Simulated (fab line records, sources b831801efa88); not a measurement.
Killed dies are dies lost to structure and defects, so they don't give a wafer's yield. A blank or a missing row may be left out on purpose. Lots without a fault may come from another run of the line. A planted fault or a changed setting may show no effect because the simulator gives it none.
Which tool did it? | flow gf180mcu | 24 lots, 72 wafers sampled, at 5 steps of a route of 602

WHAT THE GAUGES READ, wafer by wafer
GF_M2_RS_MEAS_05: measures by four-point-probe.
lot  | measured     | on            | M2_ALCU_RS (ohm/sq)
L074 | day 18 06:23 | film_metro-03 | 0.0695 0.0718 0.0704
L075 | day 18 16:13 | film_metro-03 | 0.0702 0.0698 0.0705
L076 | day 18 22:26 | film_metro-02 | 0.0715 0.0705 0.0702
L077 | day 19 15:10 | film_metro-01 | 0.0698 0.0691 0.0703
L078 | day 19 19:59 | film_metro-02 | 0.0685 0.0693 0.0685
L079 | day 20 08:17 | film_metro-02 | 0.0691 0.0693 0.0705
L080 | day 20 15:40 | film_metro-01 | 0.0694 0.0700 0.0694
L081 | day 20 23:32 | film_metro-03 | 0.0696 0.0697 0.0698
L082 | day 21 06:43 | film_metro-01 | 0.0702 0.0703 0.0700
L083 | day 21 12:53 | film_metro-03 | 0.0699 0.0715 0.0695
L084 | day 22 04:15 | film_metro-03 | 0.0687 0.0703 0.0685
L085 | day 22 16:56 | film_metro-01 | 0.0702 0.0681 0.0699
L086 | day 22 18:15 | film_metro-01 | 0.0699 0.0703 0.0701
L087 | day 23 02:18 | film_metro-03 | 0.0695 0.0699 0.0695
L088 | day 23 07:14 | film_metro-03 | 0.0699 0.0696 0.0694
L089 | day 23 15:44 | film_metro-02 | 0.0704 0.0700 0.0699
L090 | day 24 01:31 | film_metro-01 | 0.0701 0.0700 0.0699
L091 | day 24 08:46 | film_metro-02 | 0.0677 0.0679 0.0692
L092 | day 24 16:06 | film_metro-01 | 0.0700 0.0707 0.0705
L093 | day 24 23:36 | film_metro-03 | 0.0703 0.0685 0.0679
L094 | day 25 08:44 | film_metro-03 | 0.0703 0.0690 0.0702
L095 | day 25 20:59 | film_metro-02 | 0.0694 0.0703 0.0710
L096 | day 25 23:04 | film_metro-01 | 0.0687 0.0713 0.0698
L097 | day 26 05:35 | film_metro-03 | 0.0690 0.0694 0.0697

GF_M4_OVL_MEAS_15.
lot  | measured     | on         | M4_OVL (nm)
L074 | day 23 11:28 | overlay-02 | 2 -2 -3
L075 | day 23 21:11 | overlay-01 | 0 -2 -7
L076 | day 24 00:52 | overlay-02 | -3 -9 1
L077 | day 24 16:37 | overlay-01 | -4 7 -2
L078 | day 24 22:37 | overlay-02 | 3 0 6
L079 | day 25 08:23 | overlay-02 | 3 -8 1
L080 | day 25 12:28 | overlay-02 | -9 -7 0
L081 | day 25 21:49 | overlay-01 | 15 13 6
L082 | day 26 01:46 | overlay-02 | 1 4 -1
L083 | day 26 08:35 | overlay-02 | 5 10 9
L084 | day 26 22:34 | overlay-02 | -1 -6 -4
L085 | day 27 11:25 | overlay-01 | 9 12 7
L086 | day 27 11:44 | overlay-01 | 5 8 10
L087 | day 27 18:52 | overlay-01 | 2 1 -2
L088 | day 27 22:10 | overlay-01 | -7 1 -7
L089 | day 28 05:07 | overlay-01 | -4 -1 -1
L090 | day 28 16:38 | overlay-02 | 3 2 4
L091 | day 28 20:31 | overlay-01 | 0 9 4
L092 | day 29 02:35 | overlay-02 | 2 3 6
L093 | day 29 10:24 | overlay-01 | -3 0 -3
L094 | day 29 18:17 | overlay-02 | 1 1 -4
L095 | day 30 06:22 | overlay-01 | 7 8 4
L096 | day 30 07:14 | overlay-01 | -3 -7 -12
L097 | day 30 13:13 | overlay-01 | -8 4 7

WHICH TOOL RAN EACH LOT (tool, then ch and the chambers of the sampled wafers, then the start)
lot  | GF_M2_SPUTTER_01             | GF_V3_CVD_02                    | GF_V3_ETCH_17
L074 | pvd_sputter-03, day 18 06:16 | pecvd-03 ch 0,1,2, day 21 11:24 | rie_diel-04 ch 0,1,2, day 23 11:28 or earlier
L075 | pvd_sputter-04, day 18 16:06 | pecvd-03 ch 0,2, day 21 21:51   | rie_diel-03 ch 1,2,3, day 23 21:11 or earlier
L076 | pvd_sputter-03, day 18 22:19 | pecvd-02 ch 0,1,2, day 22 02:35 | rie_diel-03 ch 0,1,3, day 24 00:52 or earlier
L077 | pvd_sputter-02, day 19 15:01 | pecvd-01 ch 0,1,2, day 22 17:06 | rie_diel-03 ch 0,1,3, day 24 16:37 or earlier
L078 | pvd_sputter-04, day 19 19:52 | pecvd-02 ch 0,2, day 22 23:42   | rie_diel-02 ch 1,2,3, day 24 22:37 or earlier
L079 | pvd_sputter-03, day 20 08:09 | pecvd-01 ch 0,1,2, day 23 10:39 | rie_diel-03 ch 1,2, day 25 08:23 or earlier
L080 | pvd_sputter-04, day 20 15:32 | pecvd-01 ch 0,1,2, day 23 15:43 | rie_diel-04 ch 0,1,2, day 25 12:28 or earlier
L081 | pvd_sputter-03, day 20 23:24 | pecvd-03 ch 0,1,2, day 24 00:05 | rie_diel-04 ch 0,2,3, day 25 21:49 or earlier
L082 | pvd_sputter-03, day 21 06:36 | pecvd-01 ch 1,2, day 24 05:28   | rie_diel-02 ch 0,1,2, day 26 01:46 or earlier
L083 | pvd_sputter-03, day 21 12:44 | pecvd-03 ch 0,1,2, day 24 12:21 | rie_diel-04 ch 0,2,3, day 26 08:35 or earlier
L084 | pvd_sputter-03, day 22 04:08 | pecvd-01 ch 1,2, day 25 02:22   | rie_diel-03 ch 0,2, day 26 22:34 or earlier
L085 | pvd_sputter-02, day 22 16:49 | pecvd-01 ch 0,1,2, day 25 16:00 | rie_diel-03 ch 0,2,3, day 27 11:25 or earlier
L086 | pvd_sputter-03, day 22 18:07 | pecvd-01 ch 0,2, day 25 16:36   | rie_diel-02 ch 0,2, day 27 11:44 or earlier
L087 | pvd_sputter-03, day 23 02:10 | pecvd-01 ch 1,2, day 25 23:20   | rie_diel-04 ch 0,2, day 27 18:52 or earlier
L088 | pvd_sputter-03, day 23 07:07 | pecvd-03 ch 0,1, day 26 04:27   | rie_diel-03 ch 0,1, day 27 22:10 or earlier
L089 | pvd_sputter-03, day 23 15:37 | pecvd-01 ch 0,1,2, day 26 10:11 | rie_diel-04 ch 0,1,3, day 28 05:07 or earlier
L090 | pvd_sputter-04, day 24 01:22 | pecvd-01 ch 0,1,2, day 26 22:33 | rie_diel-03 ch 0,1,3, day 28 16:38 or earlier
L091 | pvd_sputter-02, day 24 08:39 | pecvd-02 ch 0,1,2, day 27 03:33 | rie_diel-02 ch 1,2,3, day 28 20:31 or earlier
L092 | pvd_sputter-04, day 24 15:58 | pecvd-03 ch 1,2, day 27 09:50   | rie_diel-04 ch 0,1,2, day 29 02:35 or earlier
L093 | pvd_sputter-02, day 24 23:28 | pecvd-02 ch 1, day 27 17:44     | rie_diel-02 ch 0,1,2, day 29 10:24 or earlier
L094 | pvd_sputter-04, day 25 08:36 | pecvd-02 ch 1,2, day 28 02:09   | rie_diel-02 ch 0,1, day 29 18:17 or earlier
L095 | pvd_sputter-03, day 25 20:52 | pecvd-01 ch 0,2, day 28 13:53   | rie_diel-02 ch 2,3, day 30 06:22 or earlier
L096 | pvd_sputter-02, day 25 22:56 | pecvd-02 ch 0,2, day 28 15:29   | rie_diel-03 ch 1,2,3, day 30 07:14 or earlier
L097 | pvd_sputter-03, day 26 05:28 | pecvd-01 ch 0,2, day 28 20:59   | rie_diel-03 ch 1,3, day 30 13:13 or earlier
- GF_M2_SPUTTER_01: material TiN, target thk 30 nm, time 25 s.
- GF_V3_CVD_02: deposits SiO2 from TEOS, target thk 850 nm, time 94.851 s.
- GF_V3_ETCH_17: etches SiO2 in C4F8/O2/Ar, stops on TiN, target depth 635 nm.

WHAT THE TOOLS THEMSELVES READ (means of the sampled wafers that have a number; where no wafer has one, the mark that the record gives instead)
GF_M2_SPUTTER_01.
lot  | tool           | throttle_valve_pct (%)
L074 | pvd_sputter-03 | 31.6
L075 | pvd_sputter-04 | 30.8
L076 | pvd_sputter-03 | 30.8
L077 | pvd_sputter-02 | 29.7
L078 | pvd_sputter-04 | 31.7
L079 | pvd_sputter-03 | 31.5
L080 | pvd_sputter-04 | 29.5
L081 | pvd_sputter-03 | 30.8
L082 | pvd_sputter-03 | 30.7
L083 | pvd_sputter-03 | 30.7
L084 | pvd_sputter-03 | 30.0
L085 | pvd_sputter-02 | 29.4
L086 | pvd_sputter-03 | 30.1
L087 | pvd_sputter-03 | 30.1
L088 | pvd_sputter-03 | 31.7
L089 | pvd_sputter-03 | 30.1
L090 | pvd_sputter-04 | 29.5
L091 | pvd_sputter-02 | 29.1
L092 | pvd_sputter-04 | 30.0
L093 | pvd_sputter-02 | 29.3
L094 | pvd_sputter-04 | 30.7
L095 | pvd_sputter-03 | 31.7
L096 | pvd_sputter-02 | 29.8
L097 | pvd_sputter-03 | 30.9

GF_V3_CVD_02.
lot  | tool     | heater_power_w (W)
L074 | pecvd-03 | 721
L075 | pecvd-03 | 737
L076 | pecvd-02 | 644
L077 | pecvd-01 | 577
L078 | pecvd-02 | 612
L079 | pecvd-01 | 612
L080 | pecvd-01 | 601
L081 | pecvd-03 | 669
L082 | pecvd-01 | 664
L083 | pecvd-03 | 683
L084 | pecvd-01 | 567
L085 | pecvd-01 | 630
L086 | pecvd-01 | 553
L087 | pecvd-01 | 632
L088 | pecvd-03 | 739
L089 | pecvd-01 | 615
L090 | pecvd-01 | 566
L091 | pecvd-02 | 666
L092 | pecvd-03 | 623
L093 | pecvd-02 | 577
L094 | pecvd-02 | 545
L095 | pecvd-01 | 557
L096 | pecvd-02 | 670
L097 | pecvd-01 | 547

GF_V3_ETCH_17.
lot  | tool        | oes_product_au (a.u.)
L074 | rie_diel-04 | 0.850
L075 | rie_diel-03 | 0.856
L076 | rie_diel-03 | 0.858
L077 | rie_diel-03 | 0.855
L078 | rie_diel-02 | 0.854
L079 | rie_diel-03 | 0.853
L080 | rie_diel-04 | 0.858
L081 | rie_diel-04 | 0.855
L082 | rie_diel-02 | 0.855
L083 | rie_diel-04 | 0.857
L084 | rie_diel-03 | 0.856
L085 | rie_diel-03 | 0.857
L086 | rie_diel-02 | 0.855
L087 | rie_diel-04 | 0.858
L088 | rie_diel-03 | 0.855
L089 | rie_diel-04 | 0.858
L090 | rie_diel-03 | 0.852
L091 | rie_diel-02 | 0.856
L092 | rie_diel-04 | 0.853
L093 | rie_diel-02 | 0.858
L094 | rie_diel-02 | 0.858
L095 | rie_diel-02 | 0.855
L096 | rie_diel-03 | 0.853
L097 | rie_diel-03 | 0.851

THE ANSWER, worked out from the rows above alone
Rule: what is usual is taken from the lots themselves. Put in order of their means at a reading, lots are off if they are a third of the lots or fewer, leave a main group of 4 or more, and stand apart from it by a gap of 3 or more times the standard deviation of the main group's means; of several such gaps the widest counts. A main group whose means are all the same, to the digits that the tables above print for the reading, isn't used. A lot without any number at a reading at which 4 lots or more have one is off too. The other lots that the step has rows for count as sound. The gauges are gone through in route order, then the tools' own readings, and for those a lot's mean is taken as printed above. The first step at which some lot is off is used, and at that step the reading that is off furthest; a lot without a number counts as furthest.
No lot is off at any reading shown: from this, nothing can be told.

WHAT THE SIMULATOR HAD PUT IN
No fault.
